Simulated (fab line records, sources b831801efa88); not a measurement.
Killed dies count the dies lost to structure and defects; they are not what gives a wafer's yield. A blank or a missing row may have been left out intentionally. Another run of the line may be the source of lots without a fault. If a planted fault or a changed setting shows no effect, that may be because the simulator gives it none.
A lot that was struck, set against a sound lot / flow sky130 / 44 steps out of a route of 708
Sound: the wafers L741.1, L741.4, L741.5. Struck: wafers L745.2, L745.3, L745.5. Last of all comes the cause.
At each step with rows: each side's tool, then ch and its chambers, then its first start. Under that, the readings that differ: sound wafers / struck wafers / difference of the means / sigmas: that difference in standard deviations of wafers without a fault.
alike: readings with means less than 2 such deviations apart, plus words and numbers identical on both sides. not compared: withheld readings, readings lacking a value on some wafer, bounds such as >300 that could conceal the same value, and numbers that have no deviation in the record and whose values overlap.
A row with sigmas, a row that says differs or no value, or rows on one side alone: a step with any of these is where the two part. Non-overlapping numbers with no deviation appear without sigmas and do not part them. Lack of a reading on every wafer of one side parts them only where that side has two or more wafers.

first, 3 steps without rows for these wafers: SKY_FIELD_ISO_CLEAN_20 (cleans in dHF, time 20 s); SKY_FIELD_ISO_WET_ETCH_21 (etches SiO2 in dHF, target depth 20 nm, time 400 s); SKY_FIELD_ISO_OXIDATION_22 (stabilise 600 s, purge 300 s, target thk 10 nm).
SKY_FIELD_ISO_THK_MEAS_23:
  sound on film metro-04 at day 3 10:53; struck on film metro-02 at day 4 04:52
  alike: FIELD_ISO_OXIDATION_01_THK
then, 1 step without rows for these wafers: SKY_FIELD_ISO_CVD_24 (deposits SiO2, target thk 595 nm, time 99.2 s).
SKY_FIELD_ISO_THK_MEAS_25:
  sound on film metro-01 at day 3 11:01; struck on film metro-01 at day 4 05:00
  alike: FIELD_ISO_CVD_24_THK
then, 1 step without rows for these wafers: SKY_FIELD_ISO_ANNEAL_26 (time 1800 s).
SKY_FIELD_ISO_CMP_27: polishes, stops on Si3N4, t overpolish 16 s, target thk 457.8 nm.
  sound on cmp-02 ch 0,1,2, day 3 13:01; struck on cmp-02 ch 0,3, day 4 08:17
  alike: edge zone pressure frac, motor current A, overpolish run s, slurry filter dp kPa, time to endpoint s
then, 4 steps without rows for these wafers: SKY_FIELD_ISO_WET_ETCH_28 (etches SiO2 in dHF, target depth 23.7 nm, time 47 s); SKY_FIELD_ISO_WET_ETCH_29 (etches Si3N4 in H3PO4, target depth 160 nm, time 1825 s); SKY_FIELD_ISO_WET_ETCH_30 (etches SiO2 in dHF, target depth 25 nm, time 50 s); SKY_NWELL_CLEAN_00 (cleans in SC1/SC2, time 150 s).
SKY_NWELL_OXIDATION_01: stabilise 600 s, purge 300 s, target thk 10 nm.
  sound on furnace-02 ch 0, day 3 14:32; struck on furnace-01 ch 0, day 4 09:38
reading=spike tc bottom C (C); sound=916.1 917.0 919.2; struck=932.6 934.3 933.8; difference=+16.1; sigmas=+7
reading=spike tc centre C (C); sound=900.7 900.1 902.0; struck=916.6 917.2 918.7; difference=+16.6; sigmas=+9
reading=spike tc lower C (C); sound=900.6 900.4 902.3; struck=920.5 920.0 918.3; difference=+18.5; sigmas=+19
reading=spike tc top C (C); sound=912.8 912.5 914.0; struck=929.5 930.1 928.9; difference=+16.4; sigmas=+10
reading=spike tc upper C (C); sound=899.0 899.3 899.2; struck=920.3 922.1 920.2; difference=+21.7; sigmas=+17
reading=tube center temp C (C); sound=899.91 899.99 899.83; struck=918.95 918.83 918.89; difference=+18.98; sigmas=+99 or more
reading=tube_center_temp_C_max; sound=902.2 902.6 901.9; struck=920.7 921.1 921.4; difference=+18.8; sigmas=+52
reading=zone power bottom pct (%); sound=25.5 25.6 25.6; struck=31.6 31.6 31.3; difference=+5.9; sigmas=+3
reading=model.SiO2_of_NWELL_OXIDATION_01.thk nm (nm); sound=10.08 10.11 10.19; struck=12.08 12.13 12.1; difference=+1.98; sigmas=
SKY_NWELL_THK_MEAS_02:
  sound on film metro-03 at day 3 15:56; struck on film metro-04 at day 4 11:02
reading=NWELL_OXIDATION_THK (nm); sound=10.08 10.14 10.22; struck=12.07 12.07 12.08; difference=+1.93; sigmas=+12
then, 8 steps without rows for these wafers: SKY_DNWELL_DEHYDRATE_00 (time 60 s); SKY_DNWELL_HMDS_01 (prime time 60 s); SKY_DNWELL_COAT_02 (resist thk 3000 nm); SKY_DNWELL_SOFTBAKE_03; SKY_DNWELL_EXPOSE_04 (exposes mask DNM, target cd 3000 nm); SKY_DNWELL_PEB_05; SKY_DNWELL_DEVELOP_06 (develop time 60 s); SKY_DNWELL_IMPLANT_07.
SKY_DNWELL_STRIP_08: strips in O2/N2.
  sound on plasma asher-01 ch 0,1, day 4 08:29; struck on plasma asher-01 ch 0,1, day 5 04:32
  alike: drypump motor current A, oes product au, strip time to endpoint s
  not compared: rf hours counter h
SKY_DNWELL_TW_MEAS_09:
  sound on film metro-04 at day 4 08:35; struck on film metro-03 at day 5 04:39
  alike: DNWELL_TW
then, 7 steps without rows for these wafers: SKY_PWDE_DEHYDRATE_00 (time 60 s); SKY_PWDE_HMDS_01 (prime time 60 s); SKY_PWDE_COAT_02 (resist thk 3000 nm); SKY_PWDE_SOFTBAKE_03; SKY_PWDE_EXPOSE_04 (exposes mask PWDEM, target cd 840 nm); SKY_PWDE_PEB_05; SKY_PWDE_DEVELOP_06 (develop time 60 s).
SKY_PWDE_OVL_MEAS_07:
  sound on overlay-01 at day 5 01:19; struck on overlay-01 at day 5 22:59
  alike: PWDE_OVL
after that, 1 step had no rows for these wafers: SKY_PWDE_IMPLANT_08.
SKY_PWDE_STRIP_09: strips in O2/N2.
  sound on plasma asher-04 ch 0,1, day 5 01:29; struck on plasma asher-03 ch 0,1, day 5 23:10
  alike: drypump motor current A, oes product au, strip time to endpoint s
  not compared: rf hours counter h
SKY_PWDE_TW_MEAS_10:
  sound on film metro-02 at day 5 01:35; struck on film metro-04 at day 5 23:16
reading=PWDE_TW; sound=370 369 369; struck=378 378 379; difference=+9; sigmas=+2
then, 7 steps without rows for these wafers: SKY_NWELL_DEHYDRATE_03 (time 60 s); SKY_NWELL_HMDS_04 (prime time 60 s); SKY_NWELL_COAT_05 (resist thk 3000 nm); SKY_NWELL_SOFTBAKE_06; SKY_NWELL_EXPOSE_07 (exposes mask NWM, target cd 840 nm); SKY_NWELL_PEB_08; SKY_NWELL_DEVELOP_09 (develop time 60 s).
-- the record jumps here: 10 days lie between the struck wafers' starts before and after (it left off in module NWELL and takes up again in module SONOS_ONO, whose first step shown is number 183 of the route) --
SKY_SONOS_ONO_ETCH_15: etches the open film in CHF3/O2, target depth 19.52 nm, time 7.8 s.
  sound on rie diel-04 ch 2,3, day 14 11:49; struck on rie diel-02 ch 1,2,3, day 16 09:11
reading=model.SiO2_of_NWELL_OXIDATION_01.thk nm (nm); sound=5.6 5.542 5.689; struck=7.568 7.573 7.498; difference=+1.936; sigmas=
  alike: drypump motor current A, oes product au, throttle valve pct
  not compared: rf hours counter h
-- a jump in the record: the struck wafers' starts before and after are 32 days apart (it breaks off in module SONOS_ONO and resumes in module PAD_OPEN, where the first step shown is number 708 of the route) --
SKY_PAD_OPEN_PROBE_99:
  sound on prober-02 at day 47 09:29; struck on prober-01 at day 48 16:02
reading=model.etest.pfet g5v0d10v5.off log10 a um; sound=-12.49 -12.51 -12.66; struck=-13.15 -12.9 -13.06; difference=-0.48; sigmas=
reading=model.etest.pfet_16v.vt v (V); sound=-1.093 -1.109 -1.107; struck=-1.137 -1.139 -1.134; difference=-0.034; sigmas=
reading=model.etest.pfet g5v0d10v5.vt long v (V); sound=-0.9267 -0.9325 -0.938; struck=-0.9541 -0.9647 -0.9548; difference=-0.0255; sigmas=
  alike: killed_at_M0_to_M3, killed_at_M4_up, killed at contacts, killed at front end, killed at other, killed dies, killed open, killed short

== WHERE THEY PART ==
At SKY_NWELL_OXIDATION_01 first; at SKY_PWDE_TW_MEAS_10 last (within this record only). Later steps at which nothing parts them and some readings are alike: SKY_SONOS_ONO_ETCH_15, SKY_PAD_OPEN_PROBE_99.

WHY: what had been put in by the simulator
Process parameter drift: furnace-01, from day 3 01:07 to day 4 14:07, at SKY_NWELL_OXIDATION_01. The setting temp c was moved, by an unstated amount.
